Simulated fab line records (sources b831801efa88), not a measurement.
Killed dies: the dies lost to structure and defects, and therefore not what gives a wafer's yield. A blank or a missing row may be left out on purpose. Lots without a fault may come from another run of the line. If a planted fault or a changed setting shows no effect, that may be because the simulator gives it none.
Which tool is to blame? || flow sky130 || 11 lots, 33 wafers sampled, at 2 steps of a route of 708

== WHAT THE GAUGES SHOWED, per wafer ==
SKY_METAL4_CD_MEAS_13 targets a cd of 300 nm.
{"lot": "L841", "measured": "day 41 20:14", "on": "cdSem-01", "cdNm (nm)": "298.2 298.5 299.6"}
{"lot": "L842", "measured": "day 41 21:31", "on": "cdSem-02", "cdNm (nm)": "298.9 299.0 299.2"}
{"lot": "L843", "measured": "day 42 10:28", "on": "cdSem-01", "cdNm (nm)": "298.8 299.6 300.4"}
{"lot": "L844", "measured": "day 42 18:41", "on": "cdSem-01", "cdNm (nm)": "296.6 296.2 297.4"}
{"lot": "L847", "measured": "day 43 12:05", "on": "cdSem-02", "cdNm (nm)": "299.6 299.6 298.7"}
{"lot": "L848", "measured": "day 44 08:32", "on": "cdSem-02", "cdNm (nm)": "298.2 298.9 298.5"}
{"lot": "L851", "measured": "day 44 18:32", "on": "cdSem-01", "cdNm (nm)": "302.7 301.7 301.3"}
{"lot": "L855", "measured": "day 45 15:48", "on": "cdSem-02", "cdNm (nm)": "299.8 301.6 300.8"}
{"lot": "L856", "measured": "day 45 20:47", "on": "cdSem-01", "cdNm (nm)": "298.7 299.0 297.0"}
{"lot": "L858", "measured": "day 46 09:52", "on": "cdSem-02", "cdNm (nm)": "298.5 298.8 300.1"}
{"lot": "L859", "measured": "day 46 17:50", "on": "cdSem-02", "cdNm (nm)": "300.5 299.8 299.4"}

== WHAT TOOL EACH LOT RAN ON (gives the tool, then ch and the chambers of the sampled wafers, and finally the start) ==
{"lot": "L841", "SKY_METAL3_STRIP_19": "plasmaAsher-01 ch 0,1, day 38 16:18"}
{"lot": "L842", "SKY_METAL3_STRIP_19": "plasmaAsher-01 ch 0,1, day 38 16:59"}
{"lot": "L843", "SKY_METAL3_STRIP_19": "plasmaAsher-02 ch 0,1, day 39 07:13"}
{"lot": "L844", "SKY_METAL3_STRIP_19": "plasmaAsher-02 ch 0,1, day 39 14:34"}
{"lot": "L847", "SKY_METAL3_STRIP_19": "plasmaAsher-02 ch 0,1, day 40 09:26"}
{"lot": "L848", "SKY_METAL3_STRIP_19": "plasmaAsher-02 ch 0,1, day 41 08:52"}
{"lot": "L851", "SKY_METAL3_STRIP_19": "plasmaAsher-03 ch 0,1, day 41 18:48"}
{"lot": "L855", "SKY_METAL3_STRIP_19": "plasmaAsher-02 ch 0,1, day 42 17:35"}
{"lot": "L856", "SKY_METAL3_STRIP_19": "plasmaAsher-02 ch 0,1, day 42 23:18"}
{"lot": "L858", "SKY_METAL3_STRIP_19": "plasmaAsher-02 ch 0,1, day 43 13:50"}
{"lot": "L859", "SKY_METAL3_STRIP_19": "plasmaAsher-01 ch 0,1, day 43 21:58"}
- SKY_METAL3_STRIP_19: strips in O2/N2.

== THE ANSWER, worked out from the rows above alone ==
Rule: usual is defined by the lots themselves. Put in order of their means at a reading, lots are off if they are a third of the lots or fewer, leave a main group of 4 or more, and stand apart from it by a gap of 3 or more times the standard deviation of the main group's means; of several such gaps the widest counts. If all means in a main group match to the digits the tables above print for the reading, that group is not used. A lot without any number at a reading at which 4 lots or more have one is off too. The other lots that the step has rows for count as sound.
Nothing can be told from this: no lot is off at any reading shown.

== WHAT WAS PUT IN BY THE SIMULATOR ==
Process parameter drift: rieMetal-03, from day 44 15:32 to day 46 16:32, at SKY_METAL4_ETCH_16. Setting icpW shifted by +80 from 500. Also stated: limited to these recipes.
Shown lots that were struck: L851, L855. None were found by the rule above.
